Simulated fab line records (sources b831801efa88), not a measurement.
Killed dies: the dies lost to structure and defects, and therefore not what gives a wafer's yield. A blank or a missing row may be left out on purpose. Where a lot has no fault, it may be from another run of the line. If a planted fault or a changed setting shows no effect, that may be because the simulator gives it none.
Which of the tools did it? | flow sky130 | 24 lots, 72 wafers sampled, at 5 steps of a route of 708

## WHAT THE GAUGES SHOWED, per wafer
SKY_VIA3_THK_MEAS_23: measures by xrf.
lot  | measured     | on           | VIA3_W_THK (nm)
L074 | day 39 10:23 | filmMetro-01 | 385 394 381
L075 | day 40 00:31 | filmMetro-04 | 404 394 393
L076 | day 40 18:40 | filmMetro-01 | 388 391 392
L077 | day 41 01:52 | filmMetro-04 | 410 405 404
L079 | day 41 06:53 | filmMetro-01 | 396 398 397
L078 | day 41 13:01 | filmMetro-04 | 406 400 399
L080 | day 41 17:37 | filmMetro-04 | 390 392 401
L081 | day 42 05:19 | filmMetro-04 | 404 412 402
L082 | day 42 06:13 | filmMetro-01 | 391 390 390
L083 | day 42 07:47 | filmMetro-01 | 385 386 384
L084 | day 42 17:46 | filmMetro-04 | 395 396 395
L085 | day 43 02:44 | filmMetro-03 | 393 393 386
L086 | day 43 08:35 | filmMetro-04 | 394 395 396
L087 | day 43 16:13 | filmMetro-03 | 389 393 387
L089 | day 43 22:40 | filmMetro-04 | 402 411 397
L088 | day 44 01:55 | filmMetro-01 | 382 394 396
L090 | day 44 10:40 | filmMetro-01 | 384 387 389
L091 | day 44 16:25 | filmMetro-03 | 395 420 419
L092 | day 44 19:36 | filmMetro-04 | 405 396 405
L093 | day 45 03:14 | filmMetro-01 | 390 390 389
L094 | day 45 12:13 | filmMetro-04 | 408 426 411
L095 | day 45 12:28 | filmMetro-03 | 394 408 391
L096 | day 45 16:04 | filmMetro-03 | 403 392 394
L097 | day 46 01:19 | filmMetro-04 | 433 406 421

SKY_METAL5_THK_MEAS_06: measures by xrf.
lot  | measured     | on           | METAL5_ALCU_THK (nm)
L074 | day 42 14:22 | filmMetro-04 | 1162 1166 1155
L075 | day 43 04:28 | filmMetro-01 | 1171 1168 1180
L076 | day 43 20:41 | filmMetro-01 | 1165 1171 1167
L077 | day 44 04:59 | filmMetro-02 | 1173 1175 1170
L079 | day 44 08:53 | filmMetro-02 | 1179 1166 1160
L078 | day 44 14:46 | filmMetro-02 | 1185 1202 1184
L080 | day 44 18:38 | filmMetro-04 | 1148 1165 1146
L081 | day 45 06:07 | filmMetro-04 | 1147 1165 1157
L082 | day 45 06:25 | filmMetro-01 | 1169 1158 1150
L083 | day 45 08:25 | filmMetro-04 | 1150 1154 1158
L084 | day 45 16:17 | filmMetro-02 | 1179 1175 1168
L085 | day 46 00:43 | filmMetro-02 | 1166 1164 1166
L086 | day 46 06:43 | filmMetro-01 | 1189 1184 1170
L087 | day 46 12:54 | filmMetro-02 | 1170 1175 1170
L089 | day 46 18:47 | filmMetro-01 | 1180 1187 1185
L088 | day 46 23:50 | filmMetro-04 | 1155 1163 1165
L090 | day 47 06:17 | filmMetro-01 | 1170 1174 1170
L091 | day 47 12:11 | filmMetro-02 | 1196 1177 1174
L092 | day 47 14:15 | filmMetro-01 | 1173 1170 1163
L093 | day 47 21:40 | filmMetro-02 | 1177 1170 1168
L094 | day 48 06:01 | filmMetro-02 | 1191 1181 1174
L095 | day 48 06:37 | filmMetro-02 | 1190 1171 1172
L096 | day 48 09:35 | filmMetro-04 | 1162 1162 1165
L097 | day 48 17:05 | filmMetro-04 | 1166 1153 1161

## TOOL THAT RAN EACH LOT (tool first, then ch and the chambers of the sampled wafers, then the start)
lot  | SKY_CAPM_METAL_ETCH_13           | SKY_CAPM_STRIP_14                   | SKY_VIA4_CMP_21
L074 | rieMetal-02 ch 0,1, day 37 05:25 | plasmaAsher-03 ch 0,1, day 37 05:30 | cmp-02 ch 1,3, day 42 13:48
L075 | rieMetal-02 ch 0,1, day 37 19:35 | plasmaAsher-03 ch 0,1, day 37 19:41 | cmp-01 ch 0,1,2, day 43 03:55
L076 | rieMetal-01 ch 0,1, day 38 12:47 | plasmaAsher-03 ch 0,1, day 38 12:52 | cmp-01 ch 1,2,3, day 43 20:06
L077 | rieMetal-04 ch 0,1, day 38 21:34 | plasmaAsher-01 ch 0,1, day 38 21:38 | cmp-01 ch 1,3, day 44 04:27
L079 | rieMetal-02 ch 0,1, day 39 02:08 | plasmaAsher-02 ch 0,1, day 39 02:14 | cmp-02 ch 0,2,3, day 44 08:22
L078 | rieMetal-01 ch 0,1, day 39 08:42 | plasmaAsher-03 ch 0,1, day 39 08:47 | cmp-02 ch 0,1,2, day 44 14:13
L080 | rieMetal-02 ch 0,1, day 39 13:02 | plasmaAsher-03 ch 0,1, day 39 13:07 | cmp-02 ch 0,3, day 44 18:06
L081 | rieMetal-01 ch 0,1, day 40 01:40 | plasmaAsher-03 ch 0,1, day 40 01:44 | cmp-02 ch 0,3, day 45 05:34
L082 | rieMetal-04 ch 0,1, day 40 02:25 | plasmaAsher-03 ch 0,1, day 40 02:30 | cmp-01 ch 2,3, day 45 05:49
L083 | rieMetal-02 ch 1, day 40 03:52   | plasmaAsher-03 ch 0,1, day 40 04:01 | cmp-01 ch 1,2,3, day 45 07:54
L084 | rieMetal-02 ch 1, day 40 14:46   | plasmaAsher-02 ch 0,1, day 40 14:55 | cmp-01 ch 0,2,3, day 45 15:44
L085 | rieMetal-01 ch 1, day 41 00:21   | plasmaAsher-01 ch 0,1, day 41 00:26 | cmp-02 ch 1,2,3, day 46 00:10
L086 | rieMetal-02 ch 0,1, day 41 06:11 | plasmaAsher-01 ch 0,1, day 41 06:16 | cmp-01 ch 2,3, day 46 06:10
L087 | rieMetal-01 ch 0, day 41 14:32   | plasmaAsher-03 ch 0,1, day 41 14:40 | cmp-02 ch 1,2, day 46 12:18
L089 | rieMetal-01 ch 0, day 41 21:46   | plasmaAsher-02 ch 0,1, day 41 21:55 | cmp-02 ch 0,3, day 46 18:14
L088 | rieMetal-04 ch 0,1, day 42 00:40 | plasmaAsher-01 ch 0,1, day 42 00:44 | cmp-01 ch 1,3, day 46 23:18
L090 | rieMetal-02 ch 0,1, day 42 10:09 | plasmaAsher-03 ch 0,1, day 42 10:14 | cmp-02 ch 0,1, day 47 05:42
L091 | rieMetal-04 ch 0,1, day 42 15:55 | plasmaAsher-01 ch 0,1, day 42 15:59 | cmp-02 ch 2,3, day 47 11:36
L092 | rieMetal-02 ch 1, day 42 18:43   | plasmaAsher-01 ch 0,1, day 42 18:52 | cmp-02 ch 0,3, day 47 13:40
L093 | rieMetal-01 ch 0,1, day 43 02:30 | plasmaAsher-02 ch 0,1, day 43 02:36 | cmp-02 ch 0,1,2, day 47 21:08
L094 | rieMetal-02 ch 0,1, day 43 12:03 | plasmaAsher-03 ch 0,1, day 43 12:08 | cmp-02 ch 1,2, day 48 05:25
L095 | rieMetal-04 ch 0,1, day 43 13:13 | plasmaAsher-02 ch 0,1, day 43 13:17 | cmp-02 ch 0,1,2, day 48 06:07
L096 | rieMetal-02 ch 0,1, day 43 18:15 | plasmaAsher-03 ch 0,1, day 43 18:21 | cmp-02 ch 1,2, day 48 09:02
L097 | rieMetal-01 ch 0,1, day 44 03:51 | plasmaAsher-02 ch 0,1, day 44 03:56 | cmp-02 ch 1,2, day 48 16:29
- SKY_CAPM_METAL_ETCH_13: etches TiN in Cl2/BCl3, stops on SiO2, target depth 220 nm, time 62.9 s.
- SKY_CAPM_STRIP_14: strips in O2/N2.
- SKY_VIA4_CMP_21: polishes, stops on SiO2, t overpolish 25 s, target thk 0 nm.

## WHAT THE TOOLS THEMSELVES READ (means of the sampled wafers that have a number; where no wafer has one, the mark that the record gives instead)
SKY_CAPM_METAL_ETCH_13.
lot  | tool        | drypumpMotorCurrentA (A) | oesProductAu (a.u.) | throttleValvePct (%)
L074 | rieMetal-02 | 5.4                      | 0.949               | 21.893
L075 | rieMetal-02 | 5.5                      | 0.932               | 21.909
L076 | rieMetal-01 | 6.3                      | 0.941               | 21.900
L077 | rieMetal-04 | 5.8                      | 0.938               | 21.912
L079 | rieMetal-02 | 5.2                      | 0.942               | 21.892
L078 | rieMetal-01 | 6.3                      | 0.934               | 21.907
L080 | rieMetal-02 | 5.5                      | 0.947               | 21.896
L081 | rieMetal-01 | 6.3                      | 0.942               | 21.899
L082 | rieMetal-04 | 5.9                      | 0.924               | 21.913
L083 | rieMetal-02 | 4.9                      | 0.936               | 21.903
L084 | rieMetal-02 | 4.9                      | 0.938               | 21.904
L085 | rieMetal-01 | 6.6                      | 0.942               | 21.897
L086 | rieMetal-02 | 5.2                      | 0.947               | 21.899
L087 | rieMetal-01 | 6.2                      | 0.934               | 21.911
L089 | rieMetal-01 | 6.2                      | 0.955               | 21.900
L088 | rieMetal-04 | 5.9                      | 0.934               | 21.909
L090 | rieMetal-02 | 5.5                      | 0.940               | 21.893
L091 | rieMetal-04 | 5.9                      | 0.959               | 21.896
L092 | rieMetal-02 | 4.9                      | 0.937               | 21.908
L093 | rieMetal-01 | 6.4                      | 0.932               | 21.912
L094 | rieMetal-02 | 5.2                      | 0.936               | 21.913
L095 | rieMetal-04 | 5.9                      | 0.942               | 21.901
L096 | rieMetal-02 | 5.2                      | 0.953               | 21.915
L097 | rieMetal-01 | 6.3                      | 0.953               | 21.888

SKY_CAPM_STRIP_14.
lot  | tool           | drypumpMotorCurrentA (A) | oesProductAu (a.u.) | stripTimeToEndpointS (s)
L074 | plasmaAsher-03 | 5.7                      | 0.712               | 12.63
L075 | plasmaAsher-03 | 5.7                      | 0.706               | 12.75
L076 | plasmaAsher-03 | 5.6                      | 0.713               | 12.70
L077 | plasmaAsher-01 | 5.1                      | 0.719               | 12.68
L079 | plasmaAsher-02 | 5.5                      | 0.711               | 12.60
L078 | plasmaAsher-03 | 5.7                      | 0.711               | 12.68
L080 | plasmaAsher-03 | 5.7                      | 0.709               | 12.67
L081 | plasmaAsher-03 | 5.7                      | 0.706               | 12.76
L082 | plasmaAsher-03 | 5.7                      | 0.711               | 12.78
L083 | plasmaAsher-03 | 5.7                      | 0.705               | 12.68
L084 | plasmaAsher-02 | 5.8                      | 0.709               | 12.63
L085 | plasmaAsher-01 | 5.2                      | 0.711               | 12.65
L086 | plasmaAsher-01 | 5.3                      | 0.709               | 12.61
L087 | plasmaAsher-03 | 5.7                      | 0.713               | 12.66
L089 | plasmaAsher-02 | 5.5                      | 0.711               | 12.68
L088 | plasmaAsher-01 | 5.2                      | 0.715               | 12.67
L090 | plasmaAsher-03 | 5.6                      | 0.711               | 12.65
L091 | plasmaAsher-01 | 5.1                      | 0.706               | 12.68
L092 | plasmaAsher-01 | 5.1                      | 0.709               | 12.68
L093 | plasmaAsher-02 | 5.5                      | 0.715               | 12.75
L094 | plasmaAsher-03 | 5.6                      | 0.714               | 12.72
L095 | plasmaAsher-02 | 5.8                      | 0.706               | 12.70
L096 | plasmaAsher-03 | 5.7                      | 0.713               | 12.75
L097 | plasmaAsher-02 | 5.8                      | 0.710               | 12.65

SKY_VIA4_CMP_21.
lot  | tool   | motorCurrentA (A) | overpolishRunS (s) | platenRpm (rpm) | timeToEndpointS (s)
L074 | cmp-02 | 11.0              | 25.003             | 60.00           | 120
L075 | cmp-01 | 9.9               | 25.000             | 59.98           | 119
L076 | cmp-01 | 10.6              | 25.004             | 60.02           | 121
L077 | cmp-01 | 11.0              | 25.002             | 59.99           | 124
L079 | cmp-02 | 11.1              | 25.002             | 60.00           | 122
L078 | cmp-02 | 10.8              | 24.993             | 60.07           | 121
L080 | cmp-02 | 11.0              | 25.000             | 60.00           | 122
L081 | cmp-02 | 11.1              | 24.995             | 59.99           | 122
L082 | cmp-01 | 11.9              | 25.005             | 59.98           | 126
L083 | cmp-01 | 10.6              | 24.990             | 59.98           | 123
L084 | cmp-01 | 10.8              | 24.999             | 59.99           | 124
L085 | cmp-02 | 10.9              | 25.002             | 60.01           | 125
L086 | cmp-01 | 11.3              | 24.999             | 59.99           | 126
L087 | cmp-02 | 11.0              | 24.997             | 59.96           | 119
L089 | cmp-02 | 10.9              | 24.991             | 59.97           | 126
L088 | cmp-01 | 9.7               | 25.002             | 60.05           | 128
L090 | cmp-02 | 10.9              | 25.001             | 59.96           | 121
L091 | cmp-02 | 11.2              | 25.007             | 60.02           | 125
L092 | cmp-02 | 11.1              | 24.999             | 60.00           | 122
L093 | cmp-02 | 11.2              | 25.007             | 59.99           | 116
L094 | cmp-02 | 11.1              | 24.999             | 60.01           | 120
L095 | cmp-02 | 11.3              | 24.999             | 60.03           | 118
L096 | cmp-02 | 11.1              | 24.990             | 59.99           | 117
L097 | cmp-02 | 10.7              | 25.001             | 60.03           | 120

## THE ANSWER, worked out from the rows above alone
Rule: the usual values come from the lots themselves. Put in order of their means at a reading, lots are off if they are a third of the lots or fewer, leave a main group of 4 or more, and stand apart from it by a gap of 3 or more times the standard deviation of the main group's means; of several such gaps the widest counts. If all means in a main group match to the digits the tables above print for the reading, that group is not used. A lot without any number at a reading at which 4 lots or more have one is off too. Any other lot the step has rows for is counted as sound. First the gauges in route order, then the tools' own readings, where a lot's mean is used as printed above. At the first step where some lot is off, the reading lying furthest off is the one used; lots without a number count as furthest.
Across all readings shown, no lot is off: no conclusion can be drawn from this.

## WHAT THE SIMULATOR HAD INSERTED
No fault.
